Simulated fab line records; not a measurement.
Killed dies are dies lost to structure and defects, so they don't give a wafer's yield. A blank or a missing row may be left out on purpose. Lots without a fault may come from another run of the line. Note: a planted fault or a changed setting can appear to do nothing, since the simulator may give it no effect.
Comparing a struck lot with a sound one -- flow sfqLine -- 24 steps out of a route of 325
Sound: the wafers L954.2, L954.3, L954.5. Wafers struck: L958.1, L958.2, L958.6. The cause is given at the end.
Each step with rows lists, per side, the tool, then ch with its chambers, then its first start. Under that, the readings that differ: sound wafers -- struck wafers -- difference of the means -- sigmas: that difference in standard deviations of wafers without a fault.
alike: a reading whose means differ by less than 2 such deviations, as well as words and numbers matching on both sides. not compared: withheld readings; readings where some wafer has no value; bounds like >300 that might hide an equal value; numbers whose values overlap and for which the record gives no deviation.
Wherever a step has rows on one side only, a row that says differs or no value, or a row with sigmas, the two part there. Numbers that don't overlap but have no deviation are shown without sigmas and don't part them. A reading missing from all wafers of one side parts the sides only when that side holds two or more wafers.

first, 2 steps without rows for these wafers: SFQ_TRILAYER_I2_VIA_STRIP_SOLV_CLEAN_072 (cleans in NMP, time 600 s); SFQ_TRILAYER_M3_DEP_PRE_CLEAN_074 (time 22.5 s).
SFQ_TRILAYER_M3_DEP_SPUTTER_073: material Nb, target thk 200 nm, time 133.3 s.
  sound: pvdSputter-04 at day 42 22:07; struck: pvdSputter-03 at day 44 04:07
  alike: chamberPressurePa, throttleValvePct
SFQ_M3_RS_MEAS_919: measurement is done with a four-point probe.
  sound: filmMetro-04 at day 42 22:14; struck: filmMetro-02 at day 44 04:13
reading,sound,struck,difference,sigmas
M3_NB_RS (ohm/sq),0.899 0.895 0.895,0.870 0.876 0.877,-0.022,-3
then, 6 steps without rows for these wafers: SFQ_TRILAYER_M3_LITHO_COAT_080 (resist thk 62 nm); SFQ_TRILAYER_M3_LITHO_COAT_075 (resist thk 600 nm); SFQ_TRILAYER_M3_LITHO_SOFTBAKE_079; SFQ_TRILAYER_M3_LITHO_EXPOSE_076 (exposes mask M3, target cd 500 nm); SFQ_TRILAYER_M3_LITHO_PEB_078 (peb time 60 s); SFQ_TRILAYER_M3_LITHO_DEVELOP_077 (time 60 s).
-- the record jumps here: 5 days lie between the struck wafers' starts before and after --
SFQ_M3_OVL_MEAS_921:
  sound: overlay-02 at day 48 14:25; struck: overlay-02 at day 49 14:52
  alike: M3_OVL
SFQ_TRILAYER_M3_BARC_OPEN_METAL_ETCH_100: etches BARC in O2, target depth 125 nm, time 41.7 s.
  sound on rieMetal-02 ch 0,1, day 48 14:26; struck on rieMetal-02 ch 0,1, day 49 14:55
  no value came back on the struck wafers for any of 5 readings (biasW (W), chamberPressureMTorr (mTorr) and others); on the sound wafers biasW (W) reads 79.84 80.36 80.26
reading,sound,struck,difference,sigmas
model.KrF_of_TRILAYER_M3_LITHO_COAT_075.thkNm (nm),522.9 524 522.4,571.4 572.8 572.7,+49.2,
  not compared: rfHoursCounterH
SFQ_TRILAYER_M3_ETCH_METAL_ETCH_078: etches Nb in Cl2/Ar, stops on SiO2, target depth 240 nm, time 120 s.
  sound on rieMetal-02 ch 0,1, day 48 14:30; struck on rieMetal-02 ch 0,1, day 49 14:58
reading,sound,struck,difference,sigmas
oesProductAu (a.u.),0.892 0.890 0.894,0.378 0.368 0.373,-0.519,-79
model.KrF_of_TRILAYER_M3_LITHO_COAT_075.thkNm (nm),381.2 382 380.5,431.9 434 433,+51.7,
  alike: biasW, chamberPressureMTorr, drypumpMotorCurrentA
  not compared: rfHoursCounterH
SFQ_TRILAYER_M3_STRIP_STRIP_079: strips in O2.
  sound on rieMetal-02 ch 0,1, day 48 14:37; struck on rieMetal-02 ch 0,1, day 49 15:05
  alike: drypumpMotorCurrentA, oesProductAu
  not compared: rfHoursCounterH
then, 1 step without rows for these wafers: SFQ_TRILAYER_M3_STRIP_SOLV_CLEAN_080 (cleans in NMP, time 600 s).
SFQ_TRILAYER_I3_DEP_PECVD_081: deposits SiO2 from SiH4/N2O, time 111.11 s, target thk 500 nm.
  sound on pecvd-04 ch 1,2, day 48 15:24; struck on pecvd-02 ch 0,2, day 49 15:52
  alike: heaterPowerW, throttleValvePct
SFQ_TRILAYER_I3_CMP_CMP_082: polishes SiO2.
  sound on cmp-02 ch 0,2,3, day 49 11:34; struck on cmp-01 ch 2,3, day 50 12:52
  alike: motorCurrentA, timeToEndpointS
SFQ_I3_BOW_MEAS_922:
  sound: filmMetro-02 at day 49 14:05; struck: filmMetro-02 at day 50 15:52
  alike: I3_BOW
SFQ_TRILAYER_I3_METRO_MEASURE_083:
  sound: filmMetro-02 at day 49 14:23; struck: filmMetro-02 at day 50 15:59
  alike: thkNm
then, 3 steps without rows for these wafers: SFQ_TRILAYER_I3_VIA_LITHO_COAT_090 (resist thk 62 nm); SFQ_TRILAYER_I3_VIA_LITHO_COAT_085 (resist thk 650 nm); SFQ_TRILAYER_I3_VIA_LITHO_SOFTBAKE_089.
-- the record jumps here: 5 days lie between the struck wafers' starts before and after --
SFQ_TRILAYER_I3_VIA_LITHO_EXPOSE_086: exposes mask I3, target cd 500 nm.
  struck on krfScanner-01, day 55 09:20; sound on krfScanner-02 ch 0, day 54 00:30
  no value came back on the struck wafers for exposureDoseMJCm2, focusOffsetNm (nm); on the sound wafers exposureDoseMJCm2 reads 21.322 21.293 21.307
  alike: mask
then, 1 step without rows for these wafers: SFQ_TRILAYER_I3_VIA_LITHO_PEB_088 (peb time 60 s).

WHERE THEY PART
Last at SFQ_TRILAYER_I3_VIA_LITHO_EXPOSE_086 as far as this record goes, first at SFQ_M3_RS_MEAS_919.

WHY: what the simulator had put in
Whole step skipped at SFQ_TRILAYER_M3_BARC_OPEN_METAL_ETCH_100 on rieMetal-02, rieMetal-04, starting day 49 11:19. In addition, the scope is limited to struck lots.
